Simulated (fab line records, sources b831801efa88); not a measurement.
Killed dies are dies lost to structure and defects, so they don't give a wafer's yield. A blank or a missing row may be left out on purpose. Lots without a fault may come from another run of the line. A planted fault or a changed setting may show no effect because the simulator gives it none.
One fault seen from 2 desks | flow gf180mcu | each desk has only its own numbers; what lay behind them comes last

THE METROLOGY DESK
What the gauges read, lot by lot, whatever tool the lot ran on: means of the sampled wafers that have a number. A lot is out of limits, marked OUT, if its mean lies more than 4 standard deviations from the usual mean; the brackets give that distance.
Columns: A = CONTACT_CVD_00_THK at GF_CONTACT_THK_MEAS_01, usual 300 nm; B = cd_nm at GF_CONTACT_CD_MEAS_14, usual 219.6 nm; C = CONTACT_OVL at GF_CONTACT_OVL_MEAS_15, usual -1 nm; D = V1_CVD_02_THK at GF_V1_THK_MEAS_03, usual 851 nm
lot  | first seen here | A             | B     | C  | D
L820 | day 16 01:30    | 296           | 221.3 | -9 | 847
L821 | day 16 09:35    | 298           | 217.9 | -2 | 847
L822 | day 16 11:11    | 296           | 217.7 | 3  | 852
L823 | day 16 17:58    | 296           | 218.9 | -2 | 855
L825 | day 17 08:26    | 302           | 219.0 | -2 | 857
L828 | day 18 15:17    | 300           | 221.6 | -2 | 854
L827 | day 18 15:32    | 304           | 218.8 | -2 | 838
L829 | day 18 18:17    | 303           | 219.7 | -0 | 854
L831 | day 19 10:11    | 299           | 220.5 | 0  | 853
L832 | day 20 04:57    | 300           | 220.5 | 0  | 856
L835 | day 20 21:53    | 296           | 218.1 | -3 | 860
L839 | day 22 15:04    | 196 (-22) OUT | 220.0 | 4  | 869
L840 | day 22 20:24    | 304           | 220.8 | 1  | 836
This desk's finding: out of limits on L839; first on L839, day 22 15:04 (CONTACT_CVD_00_THK at GF_CONTACT_THK_MEAS_01). In limits: L820, L821, L822, L823, L825, L828, L827, L829, L831, L832, L835, L840.

THE TOOL OWNER'S DESK: hdpcvd-01
The tool's own readings at GF_CONTACT_CVD_00 (deposits SiO2, target thk 300 nm, time 50 s): means of the sampled wafers that have a number, for each lot that ran on this tool. A lot is out of limits, marked OUT, if its mean lies more than 4 standard deviations from the usual mean; the brackets give that distance.
Columns: A = sih4_flow_sccm at GF_CONTACT_CVD_00, usual 59.98 sccm
lot  | first seen here | A
L820 | day 16 01:28    | 59.88
L821 | day 16 09:33    | 59.92
L822 | day 16 11:08    | 59.90
L823 | day 16 17:56    | 59.90
L828 | day 18 15:14    | 59.99
L832 | day 20 04:54    | 60.00
L835 | day 20 21:50    | 60.05
L839 | day 22 15:00    | 40.08 (-99 or more) OUT
This desk's finding: out of limits on L839; first on L839, day 22 15:00 (sih4_flow_sccm at GF_CONTACT_CVD_00). In limits: L820, L821, L822, L823, L828, L832, L835.

PUT TOGETHER
The tool owner's desk could have raised an alarm at day 22 15:00, on L839.
The metrology desk could have raised an alarm at day 22 15:04, on L839.
Of the lots named, all ran GF_CONTACT_CVD_00 on hdpcvd-01.

WHAT THE SIMULATOR HAD PUT IN
Process parameter drift: hdpcvd-01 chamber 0, from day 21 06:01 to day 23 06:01, at GF_CONTACT_CVD_00. Setting sih4_flow_sccm, moved by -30, from 60. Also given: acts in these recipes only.
Lots struck among those shown: L839.
Hours from the fault's start to each desk's first reading out of limits: the tool owner's desk, 33; the metrology desk, 33.
